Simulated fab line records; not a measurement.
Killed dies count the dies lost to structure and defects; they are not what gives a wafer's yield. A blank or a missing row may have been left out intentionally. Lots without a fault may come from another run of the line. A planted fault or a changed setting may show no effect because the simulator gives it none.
Chamber matching :: flow sky130 :: SKY_CAP2M_CVD_00 on pecvd-03: 3 sister chambers
The step deposits SiO2, target thk 15.5 nm. 16 wafers are shown with their chamber, then 8 later ones without.

== WAFERS PAIRED WITH THEIR CHAMBERS ==
wafer: L076.1
chamber: 1
heaterPowerW (W): 541
rfFwdPowerW (W): 438.5

wafer: L076.4
chamber: 1
heaterPowerW (W): 551
rfFwdPowerW (W): 439.8

wafer: L076.6
chamber: 0
heaterPowerW (W): 777
rfFwdPowerW (W): 440.0

wafer: L079.1
chamber: 1
heaterPowerW (W): 656
rfFwdPowerW (W): 440.5

wafer: L079.4
chamber: 1
heaterPowerW (W): 630
rfFwdPowerW (W): 440.0

wafer: L079.5
chamber: 0
heaterPowerW (W): 746
rfFwdPowerW (W): 437.1

wafer: L081.2
chamber: 2
heaterPowerW (W): 1124
rfFwdPowerW (W): 446.2

wafer: L081.4
chamber: 1
heaterPowerW (W): 532
rfFwdPowerW (W): 438.9

wafer: L081.6
chamber: 0
heaterPowerW (W): 759
rfFwdPowerW (W): 441.0

wafer: L083.1
chamber: 2
heaterPowerW (W): 926
rfFwdPowerW (W): 444.1

wafer: L083.2
chamber: 1
heaterPowerW (W): 656
rfFwdPowerW (W): 438.2

wafer: L083.5
chamber: 2
heaterPowerW (W): 933
rfFwdPowerW (W): 444.5

wafer: L084.2
chamber: 0
heaterPowerW (W): 822
rfFwdPowerW (W): 439.6

wafer: L084.5
chamber: 0
heaterPowerW (W): 847
rfFwdPowerW (W): 441.0

wafer: L084.6
chamber: 2
heaterPowerW (W): 965
rfFwdPowerW (W): 445.3

wafer: L087.1
chamber: 0
heaterPowerW (W): 844
rfFwdPowerW (W): 440.1

SIGNATURES (averages over the wafers above)
reading: heaterPowerW
chamber 0: 799.17
chamber 1: 594.33
chamber 2: 987.00
scatter within a chamber: 63.9

reading: rfFwdPowerW
chamber 0: 439.800
chamber 1: 439.317
chamber 2: 445.025
scatter within a chamber: 1.15
Rule: for each reading, subtract the chamber's mean from the wafer's reading, divide by that reading's scatter and square the result; add these up over the readings and take the root, which gives the wafer's distance from the chamber. The wafer belongs to the nearest chamber; if the next one is less than 2 further off, it can't be placed. The scatter: take each reading less its chamber's mean, square it, sum over the shown wafers, divide by the number of wafers less the number of chambers, and take the root.

== WAFERS MISSING THEIR CHAMBER ==
wafer: L087.3
heaterPowerW (W): 1032
rfFwdPowerW (W): 446.5

wafer: L087.5
heaterPowerW (W): 785
rfFwdPowerW (W): 441.1

wafer: L090.1
heaterPowerW (W): 836
rfFwdPowerW (W): 439.9

wafer: L090.3
heaterPowerW (W): 1090
rfFwdPowerW (W): 447.0

wafer: L090.6
heaterPowerW (W): 667
rfFwdPowerW (W): 440.1

wafer: L094.2
heaterPowerW (W): 913
rfFwdPowerW (W): 445.2

wafer: L094.3
heaterPowerW (W): 670
rfFwdPowerW (W): 439.4

wafer: L094.6
heaterPowerW (W): 815
rfFwdPowerW (W): 439.8

== WHICH CHAMBER EACH ONE RAN IN ==
wafer: L087.3
from the rows above: 2
in truth: 2

wafer: L087.5
from the rows above: 0
in truth: 0

wafer: L090.1
from the rows above: 0
in truth: 0

wafer: L090.3
from the rows above: 2
in truth: 2

wafer: L090.6
from the rows above: can't be placed: 1 or 0
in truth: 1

wafer: L094.2
from the rows above: 2
in truth: 2

wafer: L094.3
from the rows above: can't be placed: 1 or 0
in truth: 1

wafer: L094.6
from the rows above: 0
in truth: 0
Correctly placed: 6 of 8. From these rows, 2 cannot be placed; in 2 the true chamber is one of the candidates. 0 placed wrongly.
